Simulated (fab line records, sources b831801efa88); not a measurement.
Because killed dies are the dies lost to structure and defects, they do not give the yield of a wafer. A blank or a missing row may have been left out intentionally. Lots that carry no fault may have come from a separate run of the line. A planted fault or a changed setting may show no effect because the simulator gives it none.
A struck lot beside a sound one + flow sky130 + 18 out of 708 route steps
Sound: wafers L470.4, L470.5, L470.6. Struck: wafer L477.3 (L477.2, L477.4, from the same lot, were not struck and are left out); the cause is given at the end.
At each step with rows: each side's tool, then ch and its chambers, then its first start. Under that, the readings that differ: sound wafers + struck wafers + difference of the means + sigmas: that difference in standard deviations of wafers without a fault.
alike: a reading whose means differ by less than 2 such deviations, as well as words and numbers matching on both sides. not compared: withheld readings; readings where some wafer has no value; bounds like >300 that might hide an equal value; numbers whose values overlap and for which the record gives no deviation.
A row with sigmas, a row that says differs or no value, or rows on one side alone: a step with any of these is where the two part. Numbers that have no deviation but don't overlap get no sigmas and don't part them. Lack of a reading on every wafer of one side parts them only where that side has two or more wafers.

first, 3 steps without rows for these wafers: SKY_LI_CONTACT_EXPOSE_09 (exposes mask LICM1, target cd 170 nm); SKY_LI_CONTACT_PEB_10; SKY_LI_CONTACT_DEVELOP_11 (develop time 60 s).
SKY_LI_CONTACT_CD_MEAS_12: target cd 170 nm.
  struck on cdSem-01, day 33 00:44; sound on cdSem-01, day 30 10:04
  alike: cdNm
SKY_LI_CONTACT_OVL_MEAS_13:
  struck on overlay-01, day 33 00:50; sound on overlay-02, day 30 10:09
  alike: LI_CONTACT_OVL
SKY_LI_CONTACT_ETCH_14: etches BARC in N2/H2, stops on SiO2, time 45.9 s, target depth 60 nm.
  sound on rieDiel-04 ch 1,2,3, day 30 10:11; struck on rieDiel-04 ch 1, day 33 00:52
| reading             | sound | struck | difference                   | sigmas |
|---------------------|-------|--------|------------------------------|--------|
| rfHoursCounterH (h) | - - - | 7      | no value on the sound wafers |        |
  alike: drypumpMotorCurrentA, oesProductAu, throttleValvePct
then, 1 step without rows for these wafers: SKY_LI_CONTACT_ETCH_15 (etches PSG in C4F8/O2/Ar, stops on Si, target depth 600 nm).
SKY_LI_CONTACT_STRIP_16: strips in O2/N2.
  sound on plasmaAsher-02 ch 0,1, day 30 10:20; struck on plasmaAsher-02 ch 0, day 33 00:59
  alike: drypumpMotorCurrentA, oesProductAu, stripTimeToEndpointS
  not compared: rfHoursCounterH
then, 2 steps without rows for these wafers: SKY_LI_CONTACT_CLEAN_17 (cleans in NMP, time 600 s); SKY_LI_CONTACT_PRE_CLEAN_18 (time 5.6 s).
SKY_LI_CONTACT_SPUTTER_19: material Ti, target thk 20 nm, time 106.37 s.
  struck on pvdSputter-04, day 33 01:18; sound on pvdSputter-04, day 30 10:35
  alike: throttleValvePct
SKY_LI_CONTACT_SPUTTER_20: material TiN, target thk 20 nm, time 80 s.
  struck on pvdSputter-04, day 33 01:23; sound on pvdSputter-04, day 30 10:40
  alike: throttleValvePct
SKY_LI_CONTACT_CVD_21: deposits W, target thk 400 nm, time 120.56 s.
  sound on cvdW-02 ch 0,1, day 30 10:46; struck on cvdW-02 ch 1, day 33 01:26
| reading                                 | sound             | struck | difference | sigmas |
|-----------------------------------------|-------------------|--------|------------|--------|
| model.W_of_LI_CONTACT_CVD_21.thkNm (nm) | 404.7 392.2 406.1 | 597.6  | +196.6     |        |
  alike: heaterPowerW
  not compared: sinceWetCleanH
SKY_LI_CONTACT_RS_MEAS_22: uses a four-point probe to measure.
  struck on filmMetro-02, day 33 01:52; sound on filmMetro-02, day 30 10:55
| reading                  | sound             | struck | difference | sigmas |
|--------------------------|-------------------|--------|------------|--------|
| LI_CONTACT_W_RS (ohm/sq) | 0.282 0.291 0.281 | 0.191  | -0.094     | -20    |
  not compared: hold
SKY_LI_CONTACT_THK_MEAS_23: measures by xrf.
  struck on filmMetro-02, day 33 06:16; sound on filmMetro-02, day 30 11:00
  not compared: hold, LI_CONTACT_W_THK
SKY_LI_CONTACT_CMP_24: polishes, stops on PSG, t overpolish 20 s, target thk 0 nm.
  sound on cmp-02 ch 0,3, day 30 11:05; struck on cmp-02 ch 2, day 33 11:18
| reading             | sound      | struck                  | difference                   | sigmas |
|---------------------|------------|-------------------------|------------------------------|--------|
| hold                | - - -      | awaitDispo/4.9h/release | no value on the sound wafers |        |
| timeToEndpointS (s) | 100 92 100 | 146                     | +49                          | +14    |
  alike: motorCurrentA, platenRpm
SKY_LOCAL_INTERCONNECT_SPUTTER_00: material TiN, target thk 100 nm, time 83.3 s.
  struck on pvdSputter-02, day 33 11:33; sound on pvdSputter-01, day 30 11:20
  alike: throttleValvePct
-- record jumps: 16 days separate the struck wafers' starts on either side; left off in module LOCAL_INTERCONNECT, taken up again in module PAD_OPEN, whose first shown step is the route's number 708 --
SKY_PAD_OPEN_PROBE_99:
  struck on prober-01, day 49 07:20; sound on prober-02, day 46 22:50
  alike: killed_at_M0_to_M3, killed_at_M4_up, killedAtContacts, killedAtFrontEnd, killedAtOther, killedDies, killedOpen, killedShort
  not compared: hold

WHERE THEY PART
Last at SKY_LI_CONTACT_CMP_24 as far as this record goes, first at SKY_LI_CONTACT_ETCH_14. Later steps at which nothing parts them and some readings are alike: SKY_LOCAL_INTERCONNECT_SPUTTER_00, SKY_PAD_OPEN_PROBE_99.

WHY: whatever the simulator had introduced
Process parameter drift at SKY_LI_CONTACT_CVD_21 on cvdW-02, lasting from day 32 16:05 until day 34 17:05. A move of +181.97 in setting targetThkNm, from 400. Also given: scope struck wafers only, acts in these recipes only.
